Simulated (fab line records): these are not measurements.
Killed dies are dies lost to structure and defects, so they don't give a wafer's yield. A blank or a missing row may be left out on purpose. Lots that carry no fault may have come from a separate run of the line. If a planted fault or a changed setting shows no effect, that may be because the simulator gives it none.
Split-lot experiment ; flow sky130 ; 23 wafers read across 5 lots, on a route 708 steps long

== THE SPLIT ITSELF ==
At SKY_VIA2_COAT_07 (resist thk 450 nm), the setting resistThkNm was moved away from the recipe's 450 nm on 6 of the 23 wafers read, by -5.5% to -1.5%. This setting was run at the recipe's value on the other wafers.

== FROM SPLIT TO READING: 1 step shown by the file between the two ==
- SKY_VIA2_ETCH_14: etches BARC in N2/H2, stops on SiO2, time 45.9 s, target depth 60 nm (also split here: sourceW)

== THE READING ==
KrF-thick_of_VIA2_COAT_07.thkNm (the simulator's own value, which no gauge read), in nm, at SKY_VIA2_ETCH_15 (etches SiO2 in C4F8/O2/Ar, stops on TiN, target depth 546 nm, time 84 s). The file gives no usual value for it. Here, 17 wafers ran the recipe; their average is 280.1 nm with a standard deviation of 3.7 nm.

wafer;tool, chamber at the split;resistThkNm as run, nm;against the recipe;KrF-thick_of_VIA2_COAT_07.thkNm, nm;against lot-mates on the recipe
L074.1;lithoTrack-03, 0;450;recipe;271.6;-
L074.3;lithoTrack-03, 0;450;recipe;280.3;-
L074.4;lithoTrack-03, 0;450;recipe;278.4;-
L074.5;lithoTrack-03, 0;450;recipe;275.1;-
L074.6;lithoTrack-03, 0;450;recipe;275.6;-
L076.2;lithoTrack-03, 0;450;recipe;282;-
L076.4;lithoTrack-03, 0;450;recipe;281.2;-
L076.6;lithoTrack-03, 0;450;recipe;279.5;-
L077.1;lithoTrack-04, 0;450;recipe;280.3;-
L077.2;lithoTrack-04, 0;450;recipe;279.3;-
L077.3;lithoTrack-04, 0;433.1;-3.8%;261.2;-17.9
L077.4;lithoTrack-04, 0;433.1;-3.8%;264.1;-15.0
L077.6;lithoTrack-04, 0;450;recipe;277.6;-
L079.1;lithoTrack-04, 0;450;recipe;283.6;-
L079.2;lithoTrack-04, 0;450;recipe;281.2;-
L079.3;lithoTrack-04, 0;450;recipe;285;-
L079.4;lithoTrack-04, 0;425.1;-5.5%;262;-21.3
L079.5;lithoTrack-04, 0;425.1;-5.5%;258.1;-25.2
L084.2;lithoTrack-03, 0;443.1;-1.5%;278.1;-5.3
L084.3;lithoTrack-03, 0;450;recipe;282;-
L084.4;lithoTrack-03, 0;443.1;-1.5%;275.4;-8.0
L084.5;lithoTrack-03, 0;450;recipe;280.3;-
L084.6;lithoTrack-03, 0;450;recipe;288;-

THE FIT
A straight line over all 23 wafers: KrF-thick_of_VIA2_COAT_07.thkNm changes by +3.87 nm for each +1% of resistThkNm; r = +0.89; the points scatter about the line by 3.7 nm.
The same after taking each lot's own level away (the mean of its wafers on the recipe; 23 wafers): +4.25 nm for each +1%; r = +0.96; scatter 2.3 nm.
On that fit, the largest move of resistThkNm shifts the reading by 24 nm.
Measured against the standard deviation above, the lots' own levels, which go from 276.20 to 283.43 nm, span 1.9 times it.
Consequently the slope shifts little with the lot-to-lot level, the two slopes agreeing.
Check: for one of the wafers moved furthest among these (-5.5%), held out of the fit, the line's prediction against its lot-mates is -24.7 nm. Against them it came out at -21.3 nm.

== OTHER SPLITS ON THESE WAFERS ==
Note: prior to the reading, these wafers also went through further splits. Each is held against what the fit with the lots' levels taken away leaves over:
other split on the same wafers;wafers away from the commonest value;r with KrF-thick_of_VIA2_COAT_07.thkNm (lot level and that fit taken away)
SKY_VIA1_CMP_02 leaveAboveRefNm;10;-0.07
SKY_VIA1_SOFTBAKE_08 timeS;9;+0.13
SKY_VIA1_SPUTTER_20 timeS;9;-0.14
SKY_METAL2_SPUTTER_02 timeS;11;-0.15
SKY_METAL2_DEVELOP_14 developTimeS;8;-0.07
SKY_VIA2_HDPCVD_00 timeS;7;-0.48
SKY_VIA2_ETCH_14 sourceW;7;-0.51

== THE WHOLE CHAIN: every reading that the file lists as answering this split, in the file's order ==
step;what it does;reading;change (the file's fit);r (the file's)
SKY_VIA2_COAT_07;resist thk 450 nm;KrF-thick_of_VIA2_COAT_07.thkNm (the simulator's own value, which no gauge read);+4.61 nm for each +1% of the setting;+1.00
SKY_VIA2_ETCH_14;etches BARC in N2/H2, stops on SiO2, time 45.9 s, target depth 60 nm;KrF-thick_of_VIA2_COAT_07.thkNm (the simulator's own value, which no gauge read);+4.45 nm for each +1% of the setting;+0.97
SKY_VIA2_ETCH_15;etches SiO2 in C4F8/O2/Ar, stops on TiN, target depth 546 nm, time 84 s;KrF-thick_of_VIA2_COAT_07.thkNm (the simulator's own value, which no gauge read);+4.25 nm for each +1% of the setting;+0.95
SKY_VIA2_STRIP_16;strips in O2/N2;stripTimeToEndpointS;withheld for each +1% of the setting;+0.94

== FILE'S OWN FIT ==
KrF-thick_of_VIA2_COAT_07.thkNm changes by +4.25 nm for each +1% of resistThkNm, r = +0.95.
